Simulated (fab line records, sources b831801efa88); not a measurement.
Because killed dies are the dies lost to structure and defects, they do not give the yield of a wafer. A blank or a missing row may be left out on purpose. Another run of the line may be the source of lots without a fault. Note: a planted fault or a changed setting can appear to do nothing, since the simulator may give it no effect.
Comparing a struck lot with a sound one + flow sfqLine + 42 out of 325 route steps
Sound: wafers L220.1, L220.2, L220.3. Struck: wafer L229.1 (L229.2, L229.4, from the same lot, were not struck and are left out); the cause is given at the end.
For every step that has rows: the tool of each side, followed by ch and its chambers, followed by its first start. Under that, the readings that differ: sound wafers + struck wafers + difference of the means + sigmas: that difference in standard deviations of wafers without a fault.
alike: readings whose means differ by less than 2 such deviations, and words and numbers that are the same on both sides. not compared: withheld readings, readings that some wafer has no value for, bounds like >300 that may hide the same value, and numbers for which the record gives no deviation and whose values overlap.
Wherever a step has rows on one side only, a row that says differs or no value, or a row with sigmas, the two part there. Numbers that don't overlap but have no deviation are shown without sigmas and don't part them. A reading that every wafer of one side lacks parts them only if that side has two wafers or more.

first, 6 steps without rows for these wafers: SFQ_TRILAYER_I0_VIA_LITHO_COAT_036 (resist thk 62 nm); SFQ_TRILAYER_I0_VIA_LITHO_COAT_031 (resist thk 650 nm); SFQ_TRILAYER_I0_VIA_LITHO_SOFTBAKE_035; SFQ_TRILAYER_I0_VIA_LITHO_EXPOSE_032 (exposes mask I0, target cd 500 nm); SFQ_TRILAYER_I0_VIA_LITHO_PEB_034 (peb time 60 s); SFQ_TRILAYER_I0_VIA_LITHO_DEVELOP_033 (time 60 s).
SFQ_I0_OVL_MEAS_908:
  sound on overlay-01 at day 20 06:46; struck on overlay-01 at day 24 12:49
  alike: I0_OVL
then, 5 steps without rows for these wafers: SFQ_TRILAYER_I0_VIA_BARC_OPEN_VIA_ETCH_046 (etches BARC in O2, target depth 125 nm, time 41.7 s); SFQ_TRILAYER_I0_VIA_ETCH_VIA_ETCH_034 (etches SiO2 in CHF3, stops on Nb, target depth 260 nm); SFQ_TRILAYER_I0_VIA_STRIP_STRIP_035 (strips in O2); SFQ_TRILAYER_I0_VIA_STRIP_SOLV_CLEAN_036 (cleans in NMP, time 600 s); SFQ_TRILAYER_M1_DEP_PRE_CLEAN_038 (time 22.5 s).
SFQ_TRILAYER_M1_DEP_SPUTTER_037: material Nb, target thk 200 nm, time 133.3 s.
  sound on pvdSputter-03 at day 20 07:50; struck on pvdSputter-03 at day 24 13:49
| reading                                            | sound                | struck | difference | sigmas      |
|----------------------------------------------------|----------------------|--------|------------|-------------|
| cathodeDcPowerW (W)                                | 1999.7 1999.4 2000.1 | 2107.4 | +107.7     | +99 or more |
| model.Nb_of_TRILAYER_M1_DEP_SPUTTER_037.thkNm (nm) | 197.7 199.4 201      | 208.9  | +9.5       |             |
  alike: throttleValvePct
SFQ_M1_RS_MEAS_909: the measuring method here is four-point-probe.
  sound on filmMetro-03 at day 20 07:56; struck on filmMetro-02 at day 24 13:54
| reading           | sound             | struck | difference | sigmas |
|-------------------|-------------------|--------|------------|--------|
| M1_NB_RS (ohm/sq) | 0.899 0.890 0.884 | 0.850  | -0.041     | -4     |
then, 6 steps without rows for these wafers: SFQ_TRILAYER_M1_LITHO_COAT_044 (resist thk 62 nm); SFQ_TRILAYER_M1_LITHO_COAT_039 (resist thk 600 nm); SFQ_TRILAYER_M1_LITHO_SOFTBAKE_043; SFQ_TRILAYER_M1_LITHO_EXPOSE_040 (exposes mask M1, target cd 500 nm); SFQ_TRILAYER_M1_LITHO_PEB_042 (peb time 60 s); SFQ_TRILAYER_M1_LITHO_DEVELOP_041 (time 60 s).
-- the record jumps here: 7 days lie between the struck wafers' starts before and after --
SFQ_M1_OVL_MEAS_911:
  sound on overlay-01 at day 26 21:55; struck on overlay-02 at day 31 02:11
| reading     | sound    | struck | difference | sigmas |
|-------------|----------|--------|------------|--------|
| M1_OVL (nm) | 19 15 22 | -5     | -24        | -4     |
SFQ_TRILAYER_M1_BARC_OPEN_METAL_ETCH_054: etches BARC in O2, target depth 125 nm, time 41.7 s.
  sound on rieMetal-02 ch 0,1, day 26 21:57; struck on rieMetal-03 ch 1, day 31 02:13
  alike: drypumpMotorCurrentA, heBacksideLeakSccm, oesProductAu
  not compared: rfHoursCounterH
SFQ_TRILAYER_M1_ETCH_METAL_ETCH_042: etches Nb in Cl2/Ar, stops on SiO2, target depth 240 nm, time 120 s.
  sound on rieMetal-02 ch 0,1, day 26 22:01; struck on rieMetal-03 ch 1, day 31 02:17
| reading                   | sound             | struck | difference | sigmas |
|---------------------------|-------------------|--------|------------|--------|
| heBacksideLeakSccm (sccm) | 3.1 3.4 6.5       | 3.1    | -1.2       | -3     |
| oesProductAu (a.u.)       | 0.886 0.889 0.893 | 0.915  | +0.026     | +4     |
  alike: drypumpMotorCurrentA
  not compared: rfHoursCounterH
SFQ_TRILAYER_M1_STRIP_STRIP_043: strips in O2.
  sound on rieMetal-02 ch 0,1, day 26 22:08; struck on rieMetal-03 ch 1, day 31 02:24
| reading             | sound             | struck | difference | sigmas |
|---------------------|-------------------|--------|------------|--------|
| oesProductAu (a.u.) | 0.996 0.989 0.995 | 1.023  | +0.030     | +3     |
  alike: drypumpMotorCurrentA, heBacksideLeakSccm
  not compared: rfHoursCounterH
then, 1 step without rows for these wafers: SFQ_TRILAYER_M1_STRIP_SOLV_CLEAN_044 (cleans in NMP, time 600 s).
SFQ_TRILAYER_I1_DEP_PECVD_045: deposits SiO2 from SiH4/N2O, time 111.11 s, target thk 500 nm.
  sound on pecvd-04 ch 0,1,2, day 26 22:55; struck on pecvd-04 ch 1, day 31 03:11
  alike: heaterPowerW, throttleValvePct
SFQ_TRILAYER_I1_CMP_CMP_046: polishes SiO2.
  sound on cmp-01 ch 0,1,3, day 26 22:59; struck on cmp-02 ch 2, day 31 04:54
  alike: motorCurrentA, timeToEndpointS
SFQ_I1_BOW_MEAS_912:
  sound on filmMetro-03 at day 27 01:59; struck on filmMetro-03 at day 31 06:54
  alike: I1_BOW
then, 7 steps without rows for these wafers: SFQ_TRILAYER_I1_METRO_MEASURE_047; SFQ_TRILAYER_I1_VIA_LITHO_COAT_054 (resist thk 62 nm); SFQ_TRILAYER_I1_VIA_LITHO_COAT_049 (resist thk 650 nm); SFQ_TRILAYER_I1_VIA_LITHO_SOFTBAKE_053; SFQ_TRILAYER_I1_VIA_LITHO_EXPOSE_050 (exposes mask I1, target cd 500 nm); SFQ_TRILAYER_I1_VIA_LITHO_PEB_052 (peb time 60 s); SFQ_TRILAYER_I1_VIA_LITHO_DEVELOP_051 (time 60 s).
SFQ_I1_OVL_MEAS_913:
  sound on overlay-02 at day 27 06:05; struck on overlay-02 at day 31 10:28
  alike: I1_OVL
then, 2 steps without rows for these wafers: SFQ_TRILAYER_I1_VIA_BARC_OPEN_VIA_ETCH_071 (etches BARC in O2, target depth 125 nm, time 41.7 s); SFQ_TRILAYER_I1_VIA_ETCH_VIA_ETCH_052 (etches SiO2 in CHF3, stops on Nb, target depth 260 nm).
SFQ_TRILAYER_I1_VIA_STRIP_STRIP_053: strips in O2.
  sound on rieMetal-02 ch 0,1, day 27 06:16; struck on rieMetal-04 ch 0, day 31 10:40
| reading             | sound             | struck | difference | sigmas |
|---------------------|-------------------|--------|------------|--------|
| oesProductAu (a.u.) | 0.988 0.990 0.991 | 1.013  | +0.023     | +3     |
  alike: drypumpMotorCurrentA, heBacksideLeakSccm
  not compared: rfHoursCounterH
then, 2 steps without rows for these wafers: SFQ_TRILAYER_I1_VIA_STRIP_SOLV_CLEAN_054 (cleans in NMP, time 600 s); SFQ_TRILAYER_M2_DEP_PRE_CLEAN_056 (time 22.5 s).
-- the record jumps here: 60 days lie between the struck wafers' starts before and after --
SFQ_M8_BOW_MEAS_951:
  sound on filmMetro-02 at day 80 18:22; struck on filmMetro-02 at day 91 08:32
| reading                | sound             | struck | difference | sigmas |
|------------------------|-------------------|--------|------------|--------|
| model.etest.m1.ohmUm   | 1.803 1.787 1.768 | 1.692  | -0.094     |        |
| model.etest.i0.linkOhm | 1.984 1.978 1.99  | 1.915  | -0.069     |        |
| model.etest.m1.ohmSq   | 0.9 0.8927 0.8854 | 0.8519 | -0.0408    |        |
| model.etest.i1.linkOhm | 1.964 1.962 1.942 | 1.911  | -0.045     |        |
  alike: M8_BOW

== WHERE THEY PART ==
At SFQ_TRILAYER_M1_DEP_SPUTTER_037 first; at SFQ_TRILAYER_I1_VIA_STRIP_STRIP_053 last (within this record only). Later steps at which nothing parts them and some readings are alike: SFQ_M8_BOW_MEAS_951.

WHY: what had been put in by the simulator
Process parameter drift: pvdSputter-03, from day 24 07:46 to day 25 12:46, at SFQ_TRILAYER_M1_DEP_SPUTTER_037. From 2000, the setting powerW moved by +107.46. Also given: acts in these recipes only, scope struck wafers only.
